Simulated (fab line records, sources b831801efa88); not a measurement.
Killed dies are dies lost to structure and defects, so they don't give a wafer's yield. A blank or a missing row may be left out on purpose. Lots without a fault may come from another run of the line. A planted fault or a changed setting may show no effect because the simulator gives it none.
Which tool did it? | flow sky130 | 11 lots, 33 wafers sampled, at 6 steps of a route of 708

WHAT THE GAUGES READ, wafer by wafer
SKY_VIA1_BOW_MEAS_03. Usual: VIA1_BOW 80 um, standard deviation 7.3.
lot  | measured     | on            | VIA1_BOW (um) | flag
L503 | day 33 04:02 | film_metro-03 | 79 76 81      |
L505 | day 33 08:55 | film_metro-03 | 62 84 81      |
L509 | day 34 16:10 | film_metro-01 | 92 86 88      |
L510 | day 35 02:29 | film_metro-01 | 68 82 77      |
L515 | day 36 17:20 | film_metro-04 | 72 85 83      |
L516 | day 38 01:32 | film_metro-03 | 84 71 80      |
L517 | day 38 02:46 | film_metro-04 | 81 82 80      |
L520 | day 38 04:26 | film_metro-03 | 80 95 92      |
L521 | day 38 06:37 | film_metro-04 | 77 73 86      |
L522 | day 38 10:13 | film_metro-03 | 74 83 80      |
L523 | day 38 19:40 | film_metro-04 | 80 76 91      |

SKY_VIA1_RS_MEAS_22: measures by four-point-probe. Usual: VIA1_W_RS 0.427 ohm/sq, standard deviation 0.0045.
lot  | measured     | on            | VIA1_W_RS (ohm/sq) | flag
L503 | day 34 07:40 | film_metro-01 | 0.424 0.421 0.428  |
L505 | day 34 11:43 | film_metro-01 | 0.424 0.424 0.421  |
L509 | day 35 19:07 | film_metro-01 | 0.432 0.427 0.434  |
L510 | day 36 05:55 | film_metro-03 | 0.436 0.426 0.433  |
L515 | day 37 20:14 | film_metro-03 | 0.433 0.442 0.438  |
L516 | day 39 03:55 | film_metro-01 | 0.427 0.422 0.424  |
L517 | day 39 04:53 | film_metro-01 | 0.424 0.424 0.431  |
L520 | day 39 05:56 | film_metro-03 | 0.426 0.429 0.428  |
L521 | day 39 08:40 | film_metro-03 | 0.427 0.426 0.425  |
L522 | day 39 11:58 | film_metro-03 | 0.428 0.427 0.428  |
L523 | day 39 21:05 | film_metro-03 | 0.424 0.428 0.428  |

SKY_METAL2_RS_MEAS_05: measures by four-point-probe. Usual: METAL2_ALCU_RS 0.1267 ohm/sq, standard deviation 0.0014.
lot  | measured     | on            | METAL2_ALCU_RS (ohm/sq) | flag
L503 | day 34 08:17 | film_metro-03 | 0.1276 0.1260 0.1277    |
L505 | day 34 12:20 | film_metro-01 | 0.1283 0.1270 0.1286    |
L509 | day 35 19:44 | film_metro-01 | 8.6337 8.5859 8.6925    | OFF
L510 | day 36 06:32 | film_metro-02 | 8.6028 8.5695 8.5784    | OFF
L515 | day 37 20:51 | film_metro-02 | 0.1287 0.1268 0.1294    |
L516 | day 39 04:32 | film_metro-01 | 0.1246 0.1250 0.1241    |
L517 | day 39 05:31 | film_metro-03 | 0.1265 0.1272 0.1264    |
L520 | day 39 06:33 | film_metro-03 | 0.1273 0.1256 0.1260    |
L521 | day 39 09:17 | film_metro-03 | 0.1259 0.1272 0.1264    |
L522 | day 39 12:35 | film_metro-03 | 0.1276 0.1276 0.1260    |
L523 | day 39 21:42 | film_metro-02 | 0.1292 0.1281 0.1284    |

SKY_METAL2_THK_MEAS_06: measures by xrf. Usual: METAL2_ALCU_THK 254 nm, standard deviation 3.
lot  | measured     | on            | METAL2_ALCU_THK (nm) | flag
L503 | day 34 08:24 | film_metro-03 | 250 255 252          |
L505 | day 34 12:27 | film_metro-01 | 251 257 253          |
L509 | day 35 19:52 | film_metro-01 | <1 <1 <1             | OFF
L510 | day 36 06:39 | film_metro-02 | <0 <0 <0             | OFF
L515 | day 37 20:58 | film_metro-02 | 250 253 247          |
L516 | day 39 04:39 | film_metro-01 | 258 259 260          |
L517 | day 39 05:38 | film_metro-03 | 255 253 254          |
L520 | day 39 06:40 | film_metro-03 | 252 255 256          |
L521 | day 39 09:25 | film_metro-03 | 255 254 251          |
L522 | day 39 12:41 | film_metro-03 | 251 253 256          |
L523 | day 39 21:49 | film_metro-02 | 249 251 249          |

WHICH TOOL RAN EACH LOT (tool, then ch and the chambers of the sampled wafers, then the start)
lot  | SKY_METAL2_SPUTTER_01        | SKY_METAL2_SPUTTER_02
L503 | pvd_sputter-02, day 34 08:09 | pvd_sputter-02, day 34 08:11
L505 | pvd_sputter-01, day 34 12:12 | pvd_sputter-01, day 34 12:14
L509 | pvd_sputter-04, day 35 19:37 | pvd_sputter-04, day 35 19:39
L510 | pvd_sputter-04, day 36 06:24 | pvd_sputter-04, day 36 06:26
L515 | pvd_sputter-04, day 37 20:43 | pvd_sputter-04, day 37 20:44
L516 | pvd_sputter-02, day 39 04:25 | pvd_sputter-02, day 39 04:26
L517 | pvd_sputter-04, day 39 05:23 | pvd_sputter-04, day 39 05:25
L520 | pvd_sputter-01, day 39 06:25 | pvd_sputter-01, day 39 06:26
L521 | pvd_sputter-01, day 39 09:10 | pvd_sputter-01, day 39 09:11
L522 | pvd_sputter-04, day 39 12:26 | pvd_sputter-04, day 39 12:28
L523 | pvd_sputter-04, day 39 21:35 | pvd_sputter-04, day 39 21:36
- SKY_METAL2_SPUTTER_01: material TiN, target thk 20 nm, time 16.7 s.
- SKY_METAL2_SPUTTER_02: material AlCu, target thk 250 nm, time 13.3 s.

WHAT THE TOOLS THEMSELVES READ (means of the sampled wafers that have a number; where no wafer has one, the mark that the record gives instead)
SKY_METAL2_SPUTTER_01. Usual: cathode_dc_power_W 6500.1 W, standard deviation 1.2; chamber_pressure_pa 0.4002 Pa, standard deviation 0.0011; throttle_valve_pct 29.8 %, standard deviation 1.2.
lot  | tool           | cathode_dc_power_W (W) | chamber_pressure_pa (Pa) | throttle_valve_pct (%) | flag
L503 | pvd_sputter-02 | 6500.4                 | 0.4004                   | 28.4                   |
L505 | pvd_sputter-01 | 6499.3                 | 0.3998                   | 29.8                   |
L509 | pvd_sputter-04 | 6499.8                 | 0.4004                   | 30.3                   |
L510 | pvd_sputter-04 | 6500.8                 | 0.4005                   | 29.9                   |
L515 | pvd_sputter-04 | 6499.9                 | 0.3996                   | 30.6                   |
L516 | pvd_sputter-02 | 6499.6                 | 0.3999                   | 29.2                   |
L517 | pvd_sputter-04 | 6500.2                 | 0.3997                   | 29.3                   |
L520 | pvd_sputter-01 | 6500.6                 | 0.3999                   | 30.2                   |
L521 | pvd_sputter-01 | 6500.3                 | 0.4004                   | 30.3                   |
L522 | pvd_sputter-04 | 6498.3                 | 0.3992                   | 29.4                   |
L523 | pvd_sputter-04 | 6499.8                 | 0.4001                   | 30.8                   |

SKY_METAL2_SPUTTER_02. Usual: cathode_dc_power_W 10600 W, standard deviation 1.9; chamber_pressure_pa 0.4000 Pa, standard deviation 0.00076; throttle_valve_pct 29.7 %, standard deviation 1.2.
lot  | tool           | cathode_dc_power_W (W) | chamber_pressure_pa (Pa) | throttle_valve_pct (%) | flag
L503 | pvd_sputter-02 | 10601                  | 0.3999                   | 28.7                   |
L505 | pvd_sputter-01 | 10600                  | 0.4003                   | 29.8                   |
L509 | pvd_sputter-04 | -                      | -                        | -                      | OFF
L510 | pvd_sputter-04 | -                      | -                        | -                      | OFF
L515 | pvd_sputter-04 | 10600                  | 0.3996                   | 30.5                   |
L516 | pvd_sputter-02 | 10603                  | 0.3997                   | 29.1                   |
L517 | pvd_sputter-04 | 10599                  | 0.4002                   | 29.1                   |
L520 | pvd_sputter-01 | 10598                  | 0.3994                   | 30.1                   |
L521 | pvd_sputter-01 | 10599                  | 0.3994                   | 30.3                   |
L522 | pvd_sputter-04 | 10599                  | 0.4002                   | 29.4                   |
L523 | pvd_sputter-04 | 10599                  | 0.4010                   | 30.7                   |

THE ANSWER, worked out from the rows above alone
Rule: a lot is off if the mean of its wafers that have a number lies more than 3 standard deviations from the usual mean. A lot without any number at a reading at which 4 lots or more have one is off too. The other lots that the step has rows for count as sound. The gauges are gone through in route order, then the tools' own readings, and for those a lot's mean is taken as printed above. The first step at which some lot is off is used, and at that step the reading that is off furthest; a lot without a number counts as furthest.
Off: L509, L510, at SKY_METAL2_RS_MEAS_05 (METAL2_ALCU_RS).
A tool fits if, at a process step before that reading, it ran every lot that is off, and no sound lot after the first of them. The gauges at SKY_METAL2_RS_MEAS_05 aren't tried: what is off there is off at SKY_METAL2_SPUTTER_02 too, on other tools, and a gauge's error can't cause that. None of those tried fits.

WHAT THE SIMULATOR HAD PUT IN
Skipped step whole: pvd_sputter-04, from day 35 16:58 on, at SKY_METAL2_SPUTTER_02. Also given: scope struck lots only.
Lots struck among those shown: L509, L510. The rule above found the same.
